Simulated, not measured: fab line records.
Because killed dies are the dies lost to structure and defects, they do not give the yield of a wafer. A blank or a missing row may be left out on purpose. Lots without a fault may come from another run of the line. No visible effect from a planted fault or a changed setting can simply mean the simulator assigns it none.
Comparing a struck lot with a sound one / flow gf180mcu / 15 out of 602 route steps
Sound: wafers L376.2, L376.3, L376.6. Struck: wafers L384.1, L384.5, L384.6. Last of all comes the cause.
Order at every step that has rows: each side's tool, ch and its chambers, its first start. Under that, the readings that differ: sound wafers / struck wafers / difference of the means / sigmas: that difference in standard deviations of wafers without a fault.
alike: a reading whose means differ by less than 2 such deviations, as well as words and numbers matching on both sides. not compared: withheld readings; readings where some wafer has no value; bounds like >300 that might hide an equal value; numbers whose values overlap and for which the record gives no deviation.
The two part at a step that has a row with sigmas, a row that says differs or no value, or rows on one side only. Non-overlapping numbers with no deviation appear without sigmas and do not part them. Lack of a reading on every wafer of one side parts them only where that side has two or more wafers.

first, 6 steps without rows for these wafers: GF_HV_LDD_HMDS_25 (prime time 60 s); GF_HV_LDD_COAT_26 (resist thk 1000 nm); GF_HV_LDD_SOFTBAKE_27 (time 60 s); GF_HV_LDD_EXPOSE_28 (exposes mask Nplus HV AREA, target cd 400 nm); GF_HV_LDD_PEB_29; GF_HV_LDD_DEVELOP_30 (develop time 60 s).
GF_HV_LDD_CD_MEAS_31: the cd target is 400 nm.
  sound: cd sem-02 at day 12 09:32; struck: cd sem-02 at day 14 18:54
  alike: cd nm
GF_HV_LDD_OVL_MEAS_32:
  sound: overlay-01 at day 12 09:38; struck: overlay-01 at day 14 19:01
  alike: HV_LDD_02_OVL
then, 4 steps without rows for these wafers: GF_HV_LDD_IMPLANT_33; GF_HV_LDD_IMPLANT_34; GF_HV_LDD_IMPLANT_35; GF_HV_LDD_IMPLANT_36.
GF_HV_LDD_STRIP_37: strips in O2/N2.
  sound on plasma asher-04 ch 0,1, day 12 10:16; struck on plasma asher-02 ch 0,1, day 14 19:40
reading=oes product au (a.u.); sound=0.717 0.716 0.708; struck=0.657 0.653 0.657; difference=-0.058; sigmas=-13
reading=overash fraction; sound=0.5 0.5 0.5; struck=0.7 0.7 0.7; difference=+0.2; sigmas=
  alike: drypump motor current A, heater power w, n2 flow sccm, strip time to endpoint s
  not compared: rf hours counter h
GF_HV_LDD_TW_MEAS_38:
  sound: film metro-04 at day 12 10:23; struck: film metro-04 at day 14 19:46
  alike: HV_LDD_3_TW
-- here the record skips 17 days between the struck wafers' starts before and after, leaving off in module HV_LDD and picking up in module PASSIVATION (first step shown: number 602 of the route) --
GF_PASSIVATION_PROBE_99:
  rows exist in the record for the struck wafers here (prober-01, day 32 01:30), but not for the sound ones

WHERE THEY PART
At GF_HV_LDD_STRIP_37 first; at GF_PASSIVATION_PROBE_99 last (within this record only).

WHY: what had been put in by the simulator
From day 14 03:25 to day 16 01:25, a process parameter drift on plasma asher-02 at GF_HV_LDD_STRIP_37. The setting overash fraction was moved by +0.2, starting from 0.5. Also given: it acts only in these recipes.
